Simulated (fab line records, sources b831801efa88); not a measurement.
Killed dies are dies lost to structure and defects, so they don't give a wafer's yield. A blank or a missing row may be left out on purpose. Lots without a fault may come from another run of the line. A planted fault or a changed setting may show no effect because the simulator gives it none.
Problem report in the 8D (eight disciplines) form, filled by code | flow sky130 | the parts of the form that need people (team, actions taken, sign-off) are left out

1. THE PROBLEM
POLY_GATE_CVD_00_THK at SKY_POLY_GATE_THK_MEAS_01 reads a mean of 144.3 nm on 6 wafers of 2 lots; wafers without a fault read 180.3 nm with a standard deviation of 1.3. That is -28 standard deviations from the usual mean.
First seen on wafer L793.3, day 20 13:13, on film_metro-02. The record holds 30 wafers of 10 lots with a number at this step. Rule for "out", or "out of limits": more than 4 standard deviations from the usual mean. The other wafers with a number count as sound.

2. WHAT IT IS AND WHAT IT IS NOT
question                    | is                           | is not
which readings at this step | POLY_GATE_CVD_00_THK         | -
which lots                  | L793, L794                   | L775, L776, L778, L781, L782, L783, L787, L792
which wafers of those lots  | all that have a number       | -
read on which gauges        | film_metro-01, film_metro-02 | film_metro-04
when                        | from day 20 13:13            | up to then (24 sound wafers)

3. SUSPECTS, AND WHAT RULES EACH OUT
Counting: a tool at a process step up to the reading stays a suspect if it ran every lot that is out and no sound lot after the first of them.
- the gauge at SKY_POLY_GATE_THK_MEAS_01: ruled out. The wafers that are out were read on 2 gauges (film_metro-01, film_metro-02).
- lpcvd-01 at SKY_POLY_GATE_CVD_00 (deposits poly-Si, target thk 180 nm, time 720 s): kept. It ran every lot that is out, first L793 (day 20 11:59), and no sound lot after that; its last sound lot up to then is L792 (day 20 05:20). Its own readings are out on those wafers: spike_tc_bottom_C, spike_tc_centre_C, spike_tc_lower_C, spike_tc_upper_C, susceptor_temp_C.
Left after counting: lpcvd-01 at SKY_POLY_GATE_CVD_00.

4. THE CAUSE (what the simulator had put in)
Process parameter drift: lpcvd-01, from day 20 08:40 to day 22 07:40, at SKY_POLY_GATE_CVD_00. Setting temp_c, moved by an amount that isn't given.
Counting left only this tool.

5. THE CHAIN OF EFFECTS, in route order
Each row: a reading whose mean over the struck wafers that have a number lies more than 3 standard deviations from the usual. Only readings for which the record gives a usual standard deviation are gone through. hours: the time from each lot's start at the first step in this table that gives one to its start at this step, as a median over the lots. sigmas: the change in usual standard deviations.
hours | step                      | reading              | usual      | on struck wafers | change | sigmas
0     | SKY_POLY_GATE_CVD_00      | spike_tc_bottom_C    | 638.8 C    | 629.2            | -9.6   | -8.0
0     | SKY_POLY_GATE_CVD_00      | spike_tc_centre_C    | 621.3 C    | 612.3            | -9.0   | -9.0
0     | SKY_POLY_GATE_CVD_00      | spike_tc_lower_C     | 621.1 C    | 611.5            | -9.6   | -8.7
0     | SKY_POLY_GATE_CVD_00      | spike_tc_top_C       | 640.1 C    | 631.3            | -8.8   | -6.3
0     | SKY_POLY_GATE_CVD_00      | spike_tc_upper_C     | 619.6 C    | 609.8            | -9.8   | -9.8
0     | SKY_POLY_GATE_CVD_00      | susceptor_temp_C     | 619.99 C   | 610.31           | -9.68  | -33
2     | SKY_POLY_GATE_THK_MEAS_01 | POLY_GATE_CVD_00_THK | 180.3 nm   | 144.3            | -36.0  | -28
66    | SKY_POLY_GATE_ETCH_17     | oes_product_au       | 0.989 a.u. | 0.851            | -0.138 | -21
The process steps in it:
- SKY_POLY_GATE_CVD_00: deposits poly-Si, target thk 180 nm, time 720 s.
- SKY_POLY_GATE_ETCH_17: etches poly-Si in HBr/Cl2, stops on SiO2, target depth 180 nm, time 70.5 s.

6. WHAT WOULD HAVE CAUGHT IT SOONER
In this record the first reading out of limits at a measuring or inspecting step was taken at day 20 13:13, 5 hours after the fault began at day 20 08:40.
The tool's own readings at SKY_POLY_GATE_CVD_00 were out on every struck wafer that the step has a row for (spike_tc_bottom_C, spike_tc_centre_C, spike_tc_lower_C, spike_tc_upper_C, susceptor_temp_C): an alarm limit on them would have fired on the first of those.
Of the lots that are out (2), L794 began SKY_POLY_GATE_CVD_00 on lpcvd-01 after day 20 13:13. A hold on the tool at that time would have spared it.
